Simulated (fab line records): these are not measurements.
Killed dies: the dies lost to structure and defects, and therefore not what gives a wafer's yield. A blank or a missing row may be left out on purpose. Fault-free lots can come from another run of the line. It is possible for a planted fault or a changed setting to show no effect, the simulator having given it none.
Which of the tools did it? -- flow sky130 -- 13 lots with 39 wafers sampled at 3 steps, on a route of 708 steps

== WHAT THE GAUGES READ, wafer by wafer ==
SKY_VT_ADJUST_PCH_OVL_MEAS_07. Usual: VT_ADJUST_PCH_OVL typically reads 0.3 nm, with standard deviation 1.3.
lot,measured,on,VT_ADJUST_PCH_OVL (nm),flag
L182,day 10 12:23,overlay-02,0.0 -0.2 -0.9,
L183,day 10 17:37,overlay-02,0.7 1.5 2.4,
L184,day 11 01:29,overlay-01,-2.2 -0.1 0.3,
L188,day 12 08:53,overlay-01,1.9 0.9 2.5,
L189,day 12 10:53,overlay-01,0.0 0.5 -0.7,
L197,day 15 02:11,overlay-01,-2.1 -0.2 2.5,
L198,day 15 07:51,overlay-02,-0.8 -1.7 -1.2,
L200,day 16 00:22,overlay-01,-1.1 -1.0 0.2,
L201,day 16 15:41,overlay-02,0.0 -0.3 1.2,
L202,day 17 00:39,overlay-02,-0.8 -0.7 0.6,
L203,day 17 06:29,overlay-01,-0.9 0.5 1.4,
L204,day 17 07:53,overlay-01,1.4 0.9 1.3,
L205,day 17 12:20,overlay-02,-1.3 -1.5 -1.7,

SKY_VIA1_THK_MEAS_01. Usual: VIA1_HDPCVD_THK typically reads 1024 nm, with standard deviation 9.4.
lot,measured,on,VIA1_HDPCVD_THK (nm),flag
L182,day 32 20:48,film-metro-03,1032 1018 1025,
L183,day 33 06:43,film-metro-02,1023 1014 1028,
L184,day 33 16:11,film-metro-02,1020 1012 1007,
L188,day 34 23:49,film-metro-02,1028 1039 1025,
L189,day 34 21:28,film-metro-03,1034 1047 1031,
L197,day 37 14:53,film-metro-03,1014 1008 1007,
L198,day 37 16:13,film-metro-03,1021 1022 1013,
L200,day 38 13:17,film-metro-02,1018 1026 1028,
L201,day 38 20:47,film-metro-03,1014 1030 1015,
L202,day 39 03:44,film-metro-03,1019 1007 1003,
L203,day 39 12:05,film-metro-01,1031 1023 1025,
L204,day 39 14:44,film-metro-03,1015 1025 1023,
L205,day 39 17:26,film-metro-03,1029 1037 1028,

== EACH LOT AND THE TOOL THAT RAN IT (in order: tool; ch and the chambers of the sampled wafers; start) ==
lot,SKY_CONTACT_CMP_04
L182,"cmp-02 ch 0,1,3, day 30 12:15"
L183,"cmp-02 ch 1,2, day 30 19:59"
L184,"cmp-01 ch 1,2,3, day 31 06:46"
L188,"cmp-01 ch 0,1,3, day 32 15:55"
L189,"cmp-01 ch 2,3, day 32 13:02"
L197,"cmp-01 ch 1,2,3, day 35 07:18"
L198,"cmp-01 ch 0,1,3, day 35 08:31"
L200,"cmp-01 ch 0,1, day 36 06:23"
L201,"cmp-01 ch 1,2, day 36 14:41"
L202,"cmp-01 ch 0,1,3, day 36 21:07"
L203,"cmp-01 ch 1,2,3, day 37 05:37"
L204,"cmp-02 ch 0,1,3, day 37 08:04"
L205,"cmp-02 ch 2,3, day 37 11:43"
- SKY_CONTACT_CMP_04: polishes SiO2.

== AS READ BY THE TOOLS THEMSELVES (means over the sampled wafers that have a number; for cases with no such wafer, the mark the record gives instead) ==
SKY_CONTACT_CMP_04. Usual: head-pressure-psi 4.001 psi, standard deviation 0.01; motor-current-A 11.6 A, standard deviation 0.83; time-to-endpoint-s 85 s, standard deviation 3.7.
lot,tool,head-pressure-psi (psi),motor-current-A (A),time-to-endpoint-s (s),flag
L182,cmp-02,4.007,11.6,80,
L183,cmp-02,4.010,12.1,79,
L184,cmp-01,4.002,12.2,82,
L188,cmp-01,3.320,9.7,106,OFF
L189,cmp-01,3.322,10.6,102,OFF
L197,cmp-01,3.996,11.9,83,
L198,cmp-01,4.001,11.5,85,
L200,cmp-01,4.002,10.9,81,
L201,cmp-01,3.998,11.8,87,
L202,cmp-01,3.997,11.5,91,
L203,cmp-01,4.000,12.1,81,
L204,cmp-02,4.003,11.5,91,
L205,cmp-02,4.006,11.2,88,

== THE ANSWER, worked out from the rows above alone ==
Rule: a lot is off if the mean of its wafers that have a number lies more than 3 standard deviations from the usual mean. A lot without any number at a reading at which 4 lots or more have one is off too. All remaining lots with rows at the step are treated as sound. The gauges are gone through in route order, then the tools' own readings, and for those a lot's mean is taken as printed above. The first step at which some lot is off is used, and at that step the reading that is off furthest; a lot without a number counts as furthest.
Off, at SKY_CONTACT_CMP_04 on head-pressure-psi: L188, L189.
A tool fits if, at that step or a process step before it, it ran every lot that is off, and no sound lot after the first of them. None of those tried fits.

== WHAT WAS PUT IN BY THE SIMULATOR ==
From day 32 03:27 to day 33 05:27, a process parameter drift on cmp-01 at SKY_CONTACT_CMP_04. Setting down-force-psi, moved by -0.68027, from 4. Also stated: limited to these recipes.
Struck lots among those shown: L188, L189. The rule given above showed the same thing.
